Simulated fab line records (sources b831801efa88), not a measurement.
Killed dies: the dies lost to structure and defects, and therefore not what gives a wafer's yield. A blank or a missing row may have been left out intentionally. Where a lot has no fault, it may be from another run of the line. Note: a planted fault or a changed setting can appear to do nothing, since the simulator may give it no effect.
Check of tool commonality ; flow sky130 ; 10 lots and 39 wafers in the sample

== REASON IT WAS OPENED ==
Of 10 lots, 3 have the reading RES_XHIGH_TW flagged at SKY_RES_XHIGH_TW_MEAS_09. Fault-free wafers read 1624, with a standard deviation of 9.5.
Rule: a lot is flagged when every wafer of it that has a number lies more than 4 standard deviations from that mean, or none has a number. The rest of the lots are taken to be sound.

lot;measured;on;RES_XHIGH_TW, wafer by wafer;flag
L672;day 28 14:56;film-metro-04;1623 1612 1627;
L676;day 28 21:41;film-metro-04;1624 1630 1626;
L678;day 29 07:40;film-metro-02;1625 1625 1626;
L681;day 30 17:08;film-metro-04;1632 1628 1628;
L682;day 31 06:46;film-metro-04;1629 1625 1637;
L683;day 31 11:15;film-metro-04;1541 1549 1551 1551 1549 1554;FLAGGED
L684;day 31 12:01;film-metro-04;1545 1550 1547 1554 1549 1544;FLAGGED
L685;day 31 15:38;film-metro-03;1539 1539 1531 1533 1535 1537;FLAGGED
L692;day 33 23:05;film-metro-04;1629 1632 1636;
L693;day 34 04:43;film-metro-02;1618 1633 1632;
Average over the flagged lots: 1544; offset from the usual -80, equal to -8 standard deviations.

== LOT BY LOT: THE TOOL USED ==
4 process steps preceding the reading are held in the record, out of 708 steps in the route. Every cell lists first the tool, next ch and the chambers used by the sampled wafers, and last the start.
lot;flag;SKY_LDD_N_STRIP_16;SKY_LDD_HVP_STRIP_09;SKY_RES_XHIGH_IMPLANT_07;SKY_RES_XHIGH_STRIP_08
L672;;plasma-asher-01 ch 0,1, day 18 17:38;plasma-asher-02 ch 1, day 22 15:31;implanter-01 ch 0, day 28 14:42;plasma-asher-02 ch 0, day 28 14:50
L676;;plasma-asher-01 ch 0,1, day 20 04:11;plasma-asher-03 ch 0,1, day 24 01:10;implanter-01 ch 0, day 28 21:26;plasma-asher-02 ch 0,1, day 28 21:35
L678;;plasma-asher-04 ch 0,1, day 20 16:25;plasma-asher-03 ch 0,1, day 24 11:49;implanter-01 ch 0, day 29 07:25;plasma-asher-01 ch 0,1, day 29 07:34
L681;;plasma-asher-01 ch 0,1, day 22 03:47;plasma-asher-01 ch 0,1, day 25 20:58;implanter-03 ch 0, day 30 16:53;plasma-asher-02 ch 0,1, day 30 17:02
L682;;plasma-asher-01 ch 0,1, day 22 18:04;plasma-asher-01 ch 0,1, day 26 10:57;implanter-01 ch 0, day 31 06:34;plasma-asher-01 ch 0,1, day 31 06:40
L683;FLAGGED;plasma-asher-04 ch 0,1, day 23 00:26;plasma-asher-01 ch 0,1, day 26 15:08;implanter-01 ch 0, day 31 11:00;plasma-asher-02 ch 0,1, day 31 11:09
L684;FLAGGED;plasma-asher-04 ch 0,1, day 23 01:09;plasma-asher-02 ch 0,1, day 26 16:09;implanter-01 ch 0, day 31 11:49;plasma-asher-01 ch 0,1, day 31 11:55
L685;FLAGGED;plasma-asher-04 ch 0,1, day 23 07:19;plasma-asher-01 ch 0,1, day 26 22:59;implanter-01 ch 0, day 31 15:23;plasma-asher-02 ch 0,1, day 31 15:32
L692;;plasma-asher-01 ch 0,1, day 25 19:32;plasma-asher-03 ch 0,1, day 29 08:11;implanter-03 ch 0, day 33 22:50;plasma-asher-01 ch 0,1, day 33 22:59
L693;;plasma-asher-01 ch 0,1, day 26 00:28;plasma-asher-02 ch 0,1, day 29 13:13;implanter-03 ch 0, day 34 04:29;plasma-asher-03 ch 0,1, day 34 04:37
What is done by these steps:
- SKY_LDD_N_STRIP_16: strips in O2/N2.
- SKY_LDD_HVP_STRIP_09: strips in O2/N2.
- SKY_RES_XHIGH_IMPLANT_07
- SKY_RES_XHIGH_STRIP_08: strips in O2/N2.
- SKY_RES_XHIGH_TW_MEAS_09

== FLAGGED AGAINST TOTAL, ONE TOOL AT A TIME (gauges that did the reading follow at the end) ==
step;tool;lots run;flagged;share of the flagged lots;sound lots run after its first flagged lot
SKY_LDD_N_STRIP_16;plasma-asher-01;6;0;none;-
SKY_LDD_N_STRIP_16;plasma-asher-04;4;3;all;0
SKY_LDD_HVP_STRIP_09;plasma-asher-01;4;2;some;0
SKY_LDD_HVP_STRIP_09;plasma-asher-02;3;1;some;1 (L693)
SKY_LDD_HVP_STRIP_09;plasma-asher-03;3;0;none;-
SKY_RES_XHIGH_IMPLANT_07;implanter-01;7;3;all;0
SKY_RES_XHIGH_IMPLANT_07;implanter-03;3;0;none;-
SKY_RES_XHIGH_STRIP_08;plasma-asher-01;4;1;some;1 (L692)
SKY_RES_XHIGH_STRIP_08;plasma-asher-02;5;2;some;0
SKY_RES_XHIGH_STRIP_08;plasma-asher-03;1;0;none;-
SKY_RES_XHIGH_TW_MEAS_09;film-metro-02;2;0;none;-
SKY_RES_XHIGH_TW_MEAS_09;film-metro-03;1;1;some;0
SKY_RES_XHIGH_TW_MEAS_09;film-metro-04;7;2;some;1 (L692)

== WHAT IS ALLOWED BY THE TABLE ==
Every flagged lot went through 2 rows of the table: plasma-asher-04 at SKY_LDD_N_STRIP_16 and implanter-01 at SKY_RES_XHIGH_IMPLANT_07.
- plasma-asher-04 at SKY_LDD_N_STRIP_16: 3 of its 4 lots flagged. A fault beginning between L678 (day 20 16:25), its last sound lot, and L683 (day 23 00:26), its first flagged one, fits the data.
- implanter-01 at SKY_RES_XHIGH_IMPLANT_07: 3 of its 7 lots flagged. A fault beginning between L682 (day 31 06:34), its last sound lot, and L683 (day 31 11:00), its first flagged one, fits the data. Its own readings (dose-ions-cm2) fall more than 4 standard deviations out on all wafers of the flagged lots.
Because each of these 2 tools fits a fault that began at some hour, counting lots does not separate them. More lots, or a look at what each step does to the wafer, might.

== WHAT THE SIMULATOR HAD PUT IN ==
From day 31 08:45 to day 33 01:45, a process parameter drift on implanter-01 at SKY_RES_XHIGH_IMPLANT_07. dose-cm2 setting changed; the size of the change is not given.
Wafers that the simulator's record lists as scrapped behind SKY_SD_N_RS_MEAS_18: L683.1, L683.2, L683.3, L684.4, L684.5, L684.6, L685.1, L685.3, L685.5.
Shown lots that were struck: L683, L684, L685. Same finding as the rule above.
